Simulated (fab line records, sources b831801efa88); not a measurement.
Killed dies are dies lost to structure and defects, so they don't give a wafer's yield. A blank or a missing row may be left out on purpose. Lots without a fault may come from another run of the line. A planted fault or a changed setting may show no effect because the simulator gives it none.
Which tool did it? | flow sky130 | 7 lots, 21 wafers sampled, at 2 steps of a route of 708

WHAT THE GAUGES READ, wafer by wafer
SKY_NWELL_RS_MEAS_29: measures by four-point-probe.
lot  | measured     | on            | NWELL_RS (ohm/sq)
L438 | day 5 11:17  | film_metro-02 | 625.3 625.0 625.8
L440 | day 6 05:19  | film_metro-04 | 619.7 619.7 621.4
L443 | day 6 21:29  | film_metro-04 | 622.5 623.5 624.0
L446 | day 8 00:59  | film_metro-03 | 626.3 626.6 626.7
L452 | day 9 03:51  | film_metro-04 | 623.6 622.4 624.3
L455 | day 9 18:34  | film_metro-04 | 648.8 648.9 651.1
L459 | day 10 23:44 | film_metro-02 | 621.5 623.4 622.2

WHICH TOOL RAN EACH LOT (tool, then ch and the chambers of the sampled wafers, then the start)
lot  | SKY_NWELL_IMPLANT_13
L438 | implanter-03 ch 0, day 4 17:45
L440 | implanter-03 ch 0, day 5 10:07
L443 | implanter-02 ch 0, day 6 02:21
L446 | implanter-03 ch 0, day 7 04:58
L452 | implanter-01 ch 0, day 8 05:40
L455 | implanter-03, day 8 20:46
L459 | implanter-01 ch 0, day 10 00:40
- SKY_NWELL_IMPLANT_13

THE ANSWER, worked out from the rows above alone
Rule: what is usual is taken from the lots themselves. Put in order of their means at a reading, lots are off if they are a third of the lots or fewer, leave a main group of 4 or more, and stand apart from it by a gap of 3 or more times the standard deviation of the main group's means; of several such gaps the widest counts. A main group whose means are all the same, to the digits that the tables above print for the reading, isn't used. A lot without any number at a reading at which 4 lots or more have one is off too. The other lots that the step has rows for count as sound.
Off: L455, at SKY_NWELL_RS_MEAS_29 (NWELL_RS). The main group: mean 623.5 ohm/sq, standard deviation 2.
A tool fits if, at a process step before that reading, it ran every lot that is off, and no sound lot after the first of them. The gauges at SKY_NWELL_RS_MEAS_29 are tried like those tools. Can't be told from this: 2 tools fit, implanter-03 at SKY_NWELL_IMPLANT_13, film_metro-04 at SKY_NWELL_RS_MEAS_29.

WHAT THE SIMULATOR HAD PUT IN
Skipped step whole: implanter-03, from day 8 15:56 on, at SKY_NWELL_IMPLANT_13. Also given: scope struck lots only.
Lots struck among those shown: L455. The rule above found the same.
